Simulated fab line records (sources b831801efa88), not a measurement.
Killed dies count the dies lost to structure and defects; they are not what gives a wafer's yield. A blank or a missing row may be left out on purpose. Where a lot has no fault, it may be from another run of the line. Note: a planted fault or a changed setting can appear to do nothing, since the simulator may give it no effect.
Split-lot study | flow sfq line | route with 325 steps; 5 lots, 23 wafers read

## THE SPLIT
At SFQ_TRILAYER_M2_LITHO_EXPOSE_058 (exposes mask M2, target cd 500 nm), the setting dose mj was moved away from the recipe's 14.4 on 9 of the 23 wafers read, by -5.8% to +5.4%. All remaining wafers had this setting at the recipe value.

## FROM THE SPLIT TO THE READING: what the file shows between them, 3 steps
- SFQ_TRILAYER_M2_LITHO_PEB_060: peb time 60 s
- SFQ_TRILAYER_M2_LITHO_DEVELOP_059: time 60 s
- SFQ_TRILAYER_M2_BARC_OPEN_METAL_ETCH_077: etches BARC in O2, target depth 125 nm, time 41.7 s

## THE READING
M2.cd nm (the simulator's own value, which no gauge read), in nm, at SFQ_TRILAYER_M2_ETCH_METAL_ETCH_060 (etches Nb in Cl2/Ar, stops on SiO2, target depth 240 nm, time 118.4 s). The file does not state a usual value for it. Here, 14 wafers ran the recipe; their average is 499.7 nm with a standard deviation of 1.5 nm.

wafer  | tool, chamber at the split | dose mj as run | against the recipe | M2.cd nm, nm | against lot-mates on the recipe
L074.2 | krf scanner-02, 0          | 14.4           | recipe             | 499          | -
L074.3 | krf scanner-02, 0          | 14.4           | recipe             | 500.8        | -
L074.4 | krf scanner-02, 0          | 13.57          | -5.8%              | 510.6        | +11.1
L074.5 | krf scanner-02, 0          | 14.4           | recipe             | 498.8        | -
L074.6 | krf scanner-02, 0          | 13.57          | -5.8%              | 508.8        | +9.3
L075.1 | krf scanner-01, 0          | 15.18          | +5.4%              | 489.8        | -8.8
L075.3 | krf scanner-01, 0          | 15.18          | +5.4%              | 491.1        | -7.4
L075.4 | krf scanner-01, 0          | 15.18          | +5.4%              | 490.6        | -7.9
L075.5 | krf scanner-01, 0          | 14.4           | recipe             | 498.5        | -
L075.6 | krf scanner-01, 0          | 14.4           | recipe             | 498.6        | -
L078.1 | krf scanner-02, 0          | 14.4           | recipe             | 502.1        | -
L078.2 | krf scanner-02, 0          | 14.4           | recipe             | 499.3        | -
L078.6 | krf scanner-02, 0          | 14.4           | recipe             | 498.6        | -
L080.1 | krf scanner-01, 0          | 14.4           | recipe             | 500.6        | -
L080.2 | krf scanner-01, 0          | 14.4           | recipe             | 503.3        | -
L080.4 | krf scanner-01, 0          | 13.9           | -3.5%              | 507.1        | +6.0
L080.5 | krf scanner-01, 0          | 13.9           | -3.5%              | 508.5        | +7.4
L080.6 | krf scanner-01, 0          | 14.4           | recipe             | 499.3        | -
L084.1 | krf scanner-02, 0          | 14.4           | recipe             | 499.7        | -
L084.3 | krf scanner-02, 0          | 15.03          | +4.4%              | 493.4        | -5.6
L084.4 | krf scanner-02, 0          | 14.4           | recipe             | 497.9        | -
L084.5 | krf scanner-02, 0          | 15.03          | +4.4%              | 492.6        | -6.4
L084.6 | krf scanner-02, 0          | 14.4           | recipe             | 499.4        | -

THE FIT
A straight line over all 23 wafers: M2.cd nm changes by -1.76 nm for each +1% of dose mj; r = -0.97; the points scatter about the line by 1.4 nm.
The same after taking each lot's own level away (the mean of its wafers on the recipe; 23 wafers): -1.61 nm for each +1%; r = -0.98; scatter 1.2 nm.
According to that fit, moving dose mj by its largest amount changes the reading by 9.3 nm.
From 498.55 to 501.07 nm: that is the span of the lots' own levels, equal to 1.7 times the standard deviation above.
Hence the lot-to-lot level has little effect on the slope; both slopes agree.
Check: +9.26 nm against its lot-mates is what the line predicts for one of the wafers moved furthest among these (-5.8%) when that wafer is left out of the fit. Against them it came out at +11.1 nm.

## THE WHOLE CHAIN: every reading that the file lists as answering this split, in the file's order
step                                     | what it does                                                          | reading                                                   | change (the file's fit)              | r (the file's)
SFQ_TRILAYER_M2_BARC_OPEN_METAL_ETCH_077 | etches BARC in O2, target depth 125 nm, time 41.7 s                   | M2.cd nm (the simulator's own value, which no gauge read) | -1.68 nm for each +1% of the setting | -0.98
SFQ_TRILAYER_M2_ETCH_METAL_ETCH_060      | etches Nb in Cl2/Ar, stops on SiO2, target depth 240 nm, time 118.4 s | M2.cd nm (the simulator's own value, which no gauge read) | -1.63 nm for each +1% of the setting | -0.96

## FILE'S OWN FIT
M2.cd nm changes by -1.63 nm for each +1% of dose mj, r = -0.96.
